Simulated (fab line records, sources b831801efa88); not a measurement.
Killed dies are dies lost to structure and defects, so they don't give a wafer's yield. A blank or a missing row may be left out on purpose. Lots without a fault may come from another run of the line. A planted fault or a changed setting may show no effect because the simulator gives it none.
A struck lot beside a sound one | flow sky130 | 15 steps out of a route of 708
Sound: wafers L572.2, L572.4, L572.5. Struck: wafers L581.1, L581.3, L581.5. The cause comes at the end.
At each step with rows: each side's tool, then ch and its chambers, then its first start. Under that, the readings that differ: sound wafers | struck wafers | difference of the means | sigmas: that difference in standard deviations of wafers without a fault.
alike: readings whose means differ by less than 2 such deviations, and words and numbers that are the same on both sides. not compared: withheld readings, readings that some wafer has no value for, bounds like >300 that may hide the same value, and numbers for which the record gives no deviation and whose values overlap.
The two part at a step that has a row with sigmas, a row that says differs or no value, or rows on one side only. Numbers that don't overlap but have no deviation are shown without sigmas and don't part them. A reading that every wafer of one side lacks parts them only if that side has two wafers or more.

first, 7 steps without rows for these wafers: SKY_PAD_OPEN_DEHYDRATE_00 (time 60 s); SKY_PAD_OPEN_HMDS_01 (prime time 60 s); SKY_PAD_OPEN_COAT_02 (resist thk 3000 nm); SKY_PAD_OPEN_SOFTBAKE_03; SKY_PAD_OPEN_EXPOSE_04 (exposes mask PDM, target cd 60000 nm); SKY_PAD_OPEN_PEB_05; SKY_PAD_OPEN_DEVELOP_06 (develop time 60 s).
SKY_PAD_OPEN_ETCH_07: etches the open film in CF4/O2, stops on AlCu, target depth 725 nm, time 161.1 s.
  sound on rie_diel-04 ch 0,1, day 47 08:23; struck on rie_diel-03 ch 0,2,3, day 50 03:37
  alike: drypump_motor_current_A, oes_product_au, throttle_valve_pct
  not compared: rf_hours_counter_h
SKY_PAD_OPEN_STRIP_08: strips in O2/N2.
  sound on plasma_asher-04 ch 0, day 47 08:30; struck on plasma_asher-01 ch 0,1, day 50 03:43
  alike: drypump_motor_current_A, n2_flow_sccm, oes_product_au, strip_time_to_endpoint_s
  not compared: rf_hours_counter_h
then, 3 steps without rows for these wafers: SKY_PAD_OPEN_STRIP_09 (strips in post etch residue remover, time 1200 s); SKY_PAD_OPEN_CLEAN_10 (cleans in IPA, time 180 s); SKY_PAD_OPEN_CLEAN_11 (cleans in O3/DIW).
SKY_PAD_OPEN_ANNEAL_12:
  sound on furnace-02 ch 0, day 47 09:26; struck on furnace-02 ch 0, day 50 04:19
  reading                | sound             | struck            | difference | sigmas
  spike_tc_bottom_C (C)  | 420 418 418       | 374 373 372       | -46        | -12
  spike_tc_centre_C (C)  | 402.2 404.0 404.3 | 358.9 358.5 356.9 | -45.4      | -24
  spike_tc_lower_C (C)   | 400.0 398.9 401.3 | 354.5 354.9 354.8 | -45.3      | -45
  spike_tc_top_C (C)     | 427 426 427       | 385 384 385       | -42        | -11
  spike_tc_upper_C (C)   | 400.2 399.6 401.1 | 354.1 354.1 355.1 | -45.9      | -46
  zone_power_top_pct (%) | 10.77 10.67 10.75 | 9.18 9.12 9.10    | -1.60      | -7
SKY_PAD_OPEN_BOW_MEAS_13:
  sound on film_metro-01, day 47 10:58; struck on film_metro-03, day 50 05:49
  alike: PAD_OPEN_BOW
SKY_PAD_OPEN_PROBE_99:
  sound on prober-02, day 47 11:07; struck on prober-02, day 50 05:56
  reading                                          | sound                | struck               | difference | sigmas
  model.etest.diode_ndiff_fingers.leak_log10_a_cm2 | -6.649 -6.997 -6.654 | -6.124 -6.573 -6.315 | +0.429     |
  model.etest.diode_pdiff_fingers.leak_log10_a_cm2 | -6.508 -6.654 -6.748 | -6.144 -6.357 -6.004 | +0.468     |
  model.etest.nfet_01v8.off_log10_a_um             | -13.31 -13.35 -13.24 | -12.98 -13.08 -13.22 | +0.21      |
  model.etest.nfet_01v8_swapped.off_log10_a_um     | -13.45 -13.33 -13.43 | -13.1 -13.13 -13.3   | +0.2       |
  model.etest.nfet_16v.off_log10_a_um              | -13.87 -13.9 -13.91  | -13.66 -13.67 -13.68 | +0.22      |
  model.etest.nfet_g5v0d10v5.off_log10_a_um        | -13.87 -13.84 -13.82 | -13.76 -13.8 -13.73  | +0.08      |
  alike: defect_limited_yield, killed_at_M0_to_M3, killed_at_M4_up, killed_at_contacts, killed_at_front_end, killed_at_other, killed_dies, killed_open, killed_short, sort_bin_3_pad_short, sort_bin_5_function, sort_bin_6_memory, sort_n_pass, sort_yield_pct
  not compared: model.etest.nfet_01v8_turned.off_log10_a_um, model.etest.pfet_16v.off_log10_a_um

WHERE THEY PART
Only at SKY_PAD_OPEN_ANNEAL_12, within this record. Later steps at which nothing parts them and some readings are alike: SKY_PAD_OPEN_BOW_MEAS_13, SKY_PAD_OPEN_PROBE_99.

WHY: what the simulator had put in
Process parameter drift: furnace-02, from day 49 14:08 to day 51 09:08, at SKY_PAD_OPEN_ANNEAL_12. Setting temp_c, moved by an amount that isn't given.
